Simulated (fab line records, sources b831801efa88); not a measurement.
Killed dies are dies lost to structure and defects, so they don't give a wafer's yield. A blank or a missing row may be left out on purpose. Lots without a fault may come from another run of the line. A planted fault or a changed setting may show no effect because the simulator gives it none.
Split-lot experiment | flow sfq_line | 5 lots, 23 wafers read, on a route of 325 steps

THE SPLIT
At SFQ_TRILAYER_M3_LITHO_PEB_078 (peb time 60 s), the setting peb_temp_c was moved away from the recipe's 115 C on 6 of the 23 wafers read, by -3.0% to +2.3%. The other wafers ran this setting at the recipe's value.

FROM THE SPLIT TO THE READING: what the file shows between them, 1 step
- SFQ_TRILAYER_M3_LITHO_DEVELOP_077: time 60 s

THE READING
M3.cd_nm (the simulator's own value, which no gauge read), in nm, at SFQ_TRILAYER_M3_BARC_OPEN_METAL_ETCH_100 (etches BARC in O2, target depth 125 nm, time 41.7 s). The file gives no usual value for it. The 17 wafers here that ran the recipe average 500.2 nm, standard deviation 1.7 nm.

wafer  | tool, chamber at the split | peb_temp_c as run, C | against the recipe | M3.cd_nm, nm | against lot-mates on the recipe
L074.3 | litho_track-02, 0          | 115                  | recipe             | 499.4        | -
L074.4 | litho_track-02, 0          | 115                  | recipe             | 498.5        | -
L074.5 | litho_track-02, 0          | 115                  | recipe             | 498.4        | -
L078.1 | litho_track-02, 0          | 113.4                | -1.4%              | 530.5        | +29.0
L078.2 | litho_track-02, 0          | 115                  | recipe             | 500.8        | -
L078.5 | litho_track-02, 0          | 115                  | recipe             | 500.8        | -
L078.4 | litho_track-02, 0          | 113.4                | -1.4%              | 530.8        | +29.3
L078.6 | litho_track-02, 0          | 115                  | recipe             | 502.8        | -
L079.1 | litho_track-02, 0          | 115                  | recipe             | 497.9        | -
L079.2 | litho_track-02, 0          | 115                  | recipe             | 501          | -
L079.3 | litho_track-02, 0          | 111.5                | -3.0%              | 571.8        | +72.3
L079.4 | litho_track-02, 0          | 115                  | recipe             | 499.7        | -
L079.6 | litho_track-02, 0          | 111.5                | -3.0%              | 570.6        | +71.1
L083.1 | litho_track-03, 0          | 115                  | recipe             | 498.6        | -
L083.2 | litho_track-03, 0          | 115                  | recipe             | 499.6        | -
L083.4 | litho_track-03, 0          | 115                  | recipe             | 499.1        | -
L083.5 | litho_track-03, 0          | 115                  | recipe             | 500.9        | -
L083.6 | litho_track-03, 0          | 115                  | recipe             | 498.2        | -
L084.1 | litho_track-01, 0          | 115                  | recipe             | 502.2        | -
L084.2 | litho_track-01, 0          | 117.6                | +2.3%              | 458.7        | -44.1
L084.3 | litho_track-01, 0          | 117.6                | +2.3%              | 458.8        | -44.0
L084.4 | litho_track-01, 0          | 115                  | recipe             | 503.2        | -
L084.5 | litho_track-01, 0          | 115                  | recipe             | 502.9        | -

THE FIT
A straight line over all 23 wafers: M3.cd_nm changes by -21.4 nm for each +1% of peb_temp_c; r = -0.99; the points scatter about the line by 3 nm.
The same after taking each lot's own level away (the mean of its wafers on the recipe; 23 wafers): -21.9 nm for each +1%; r = -1.00; scatter 2.3 nm.
On that fit, the largest move of peb_temp_c shifts the reading by 67 nm.
The lots' own levels span 498.77 to 502.77 nm, that is 2.3 times the standard deviation above.
So the lot-to-lot level changes the slope little: the two slopes agree.
Check: with one of the wafers moved furthest among these (-3.0%) left out of the fit, the line predicts +65.2 nm for it against its lot-mates. It came out at +72.3 nm against them.

OTHER SPLITS ON THESE WAFERS
These wafers also went through other splits before the reading. Each is held against what the fit with the lots' levels taken away leaves over:
other split on the same wafers               | wafers away from the commonest value | r with M3.cd_nm (lot level and that fit taken away)
SFQ_TRILAYER_I1_VIA_LITHO_EXPOSE_050 dose_mj | 11                                   | +0.14
SFQ_TRILAYER_M2_DEP_SPUTTER_055 power_w      | 9                                    | +0.30
SFQ_TRILAYER_M2_LITHO_EXPOSE_058 dose_mj     | 11                                   | +0.43
SFQ_TRILAYER_I2_DEP_PECVD_063 time_s         | 9                                    | +0.27
SFQ_TRILAYER_I2_VIA_LITHO_COAT_067 spin_rpm  | 9                                    | -0.29
SFQ_TRILAYER_M3_LITHO_COAT_075 resist_thk_nm | 6                                    | +0.23

THE FILE'S OWN FIT
M3.cd_nm changes by -22 nm for each +1% of peb_temp_c, r = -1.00.
